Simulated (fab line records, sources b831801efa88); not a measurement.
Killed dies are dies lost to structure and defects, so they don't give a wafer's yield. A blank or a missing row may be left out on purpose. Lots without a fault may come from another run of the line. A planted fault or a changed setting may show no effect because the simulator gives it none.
A struck lot beside a sound one | flow sfq_line | 21 steps out of a route of 325
Sound: wafers L494.1, L494.2, L494.3. Struck: wafers L485.1, L485.2, L485.3. The cause comes at the end.
At each step with rows: each side's tool, then ch and its chambers, then its first start. Under that, the readings that differ: sound wafers | struck wafers | difference of the means | sigmas: that difference in standard deviations of wafers without a fault.
alike: readings whose means differ by less than 2 such deviations, and words and numbers that are the same on both sides. not compared: withheld readings, readings that some wafer has no value for, bounds like >300 that may hide the same value, and numbers for which the record gives no deviation and whose values overlap.
The two part at a step that has a row with sigmas, a row that says differs or no value, or rows on one side only. Numbers that don't overlap but have no deviation are shown without sigmas and don't part them. A reading that every wafer of one side lacks parts them only if that side has two wafers or more.

first, 1 step without rows for these wafers: SFQ_TRILAYER_JJ_TRILAYER_DEP_AL_OXIDATION_111 (oxidation time 600 s).
SFQ_TRILAYER_JJ_TRILAYER_DEP_SPUTTER_112: material Nb, target thk 170 nm, time 113.3 s.
  sound on pvd_sputter-04, day 55 06:09; struck on pvd_sputter-04, day 52 22:47
  alike: cathode_dc_power_W, throttle_valve_pct
SFQ_JJ_RS_MEAS_929: measures by four-point-probe.
  sound on film_metro-03, day 55 06:14; struck on film_metro-04, day 52 22:52
  alike: JJ_NB_RS
then, 6 steps without rows for these wafers: SFQ_TRILAYER_JJ_CE_LITHO_COAT_119 (resist thk 62 nm); SFQ_TRILAYER_JJ_CE_LITHO_COAT_114 (resist thk 600 nm); SFQ_TRILAYER_JJ_CE_LITHO_SOFTBAKE_118; SFQ_TRILAYER_JJ_CE_LITHO_EXPOSE_115 (exposes mask J5, target cd 700 nm); SFQ_TRILAYER_JJ_CE_LITHO_PEB_117 (peb time 60 s); SFQ_TRILAYER_JJ_CE_LITHO_DEVELOP_116 (time 60 s).
-- the record jumps here: 5 days lie between the struck wafers' starts before and after --
SFQ_JJ_OVL_MEAS_931:
  sound on overlay-01, day 59 16:31; struck on overlay-01, day 57 23:43
  alike: J5_OVL
SFQ_TRILAYER_JJ_CE_METRO_MEASURE_117:
  sound on cd_sem-01, day 59 16:34; struck on cd_sem-01, day 57 23:46
  alike: cd_nm
SFQ_TRILAYER_JJ_CE_BARC_OPEN_RIE_150: chemistry O2, target BARC, target depth 240 nm, time 80 s.
  sound on rie_metal-03 ch 0,1, day 59 17:46; struck on rie_metal-01 ch 0,1, day 58 00:58
  no value came back on the struck wafers for bias_w (W), chamber_pressure_mTorr (mTorr), drypump_motor_current_A (A), oes_product_au (a.u.); on the sound wafers bias_w (W) reads 80.61 80.21 80.14
  not compared: rf_hours_counter_h
SFQ_TRILAYER_JJ_CE_ETCH_RIE_118: chemistry SF6, target Nb, stops on Al2O3, time 97.7 s, target depth 170 nm.
  sound on rie_metal-03 ch 0,1, day 59 17:51; struck on rie_metal-01 ch 0,1, day 58 01:03
  reading               | sound             | struck            | difference | sigmas
  oes_product_au (a.u.) | 0.986 0.998 0.996 | 0.372 0.371 0.383 | -0.618     | -92
  alike: bias_w, chamber_pressure_mTorr, drypump_motor_current_A
  not compared: rf_hours_counter_h
then, 1 step without rows for these wafers: SFQ_TRILAYER_JJ_ANODIZE_ANODIZE_119.
SFQ_TRILAYER_JJ_CE_STRIP_STRIP_120: strips in O2.
  sound on rie_metal-02 ch 0,1, day 59 18:58; struck on rie_metal-02 ch 0,1, day 58 02:10
  alike: chamber_pressure_mTorr, drypump_motor_current_A, oes_product_au
  not compared: rf_hours_counter_h
then, 4 steps without rows for these wafers: SFQ_TRILAYER_JJ_CE_STRIP_SOLV_CLEAN_121 (cleans in NMP, time 600 s); SFQ_TRILAYER_M5_LITHO_COAT_128 (resist thk 62 nm); SFQ_TRILAYER_M5_LITHO_COAT_123 (resist thk 600 nm); SFQ_TRILAYER_M5_LITHO_SOFTBAKE_127.
-- the record jumps here: 4 days lie between the struck wafers' starts before and after --
SFQ_TRILAYER_M5_LITHO_EXPOSE_124: exposes mask M5, target cd 700 nm.
  sound on krf_scanner-02 ch 0, day 64 11:36; struck on krf_scanner-02, day 62 12:45
  no value came back on the struck wafers for exposure_dose_mJ_cm2, focus_offset_nm (nm); on the sound wafers exposure_dose_mJ_cm2 reads 14.383 14.386 14.392
  alike: mask
then, 1 step without rows for these wafers: SFQ_TRILAYER_M5_LITHO_PEB_126 (peb time 60 s).

WHERE THEY PART
First at SFQ_TRILAYER_JJ_CE_BARC_OPEN_RIE_150; last, within this record, at SFQ_TRILAYER_M5_LITHO_EXPOSE_124.

WHY: what the simulator had put in
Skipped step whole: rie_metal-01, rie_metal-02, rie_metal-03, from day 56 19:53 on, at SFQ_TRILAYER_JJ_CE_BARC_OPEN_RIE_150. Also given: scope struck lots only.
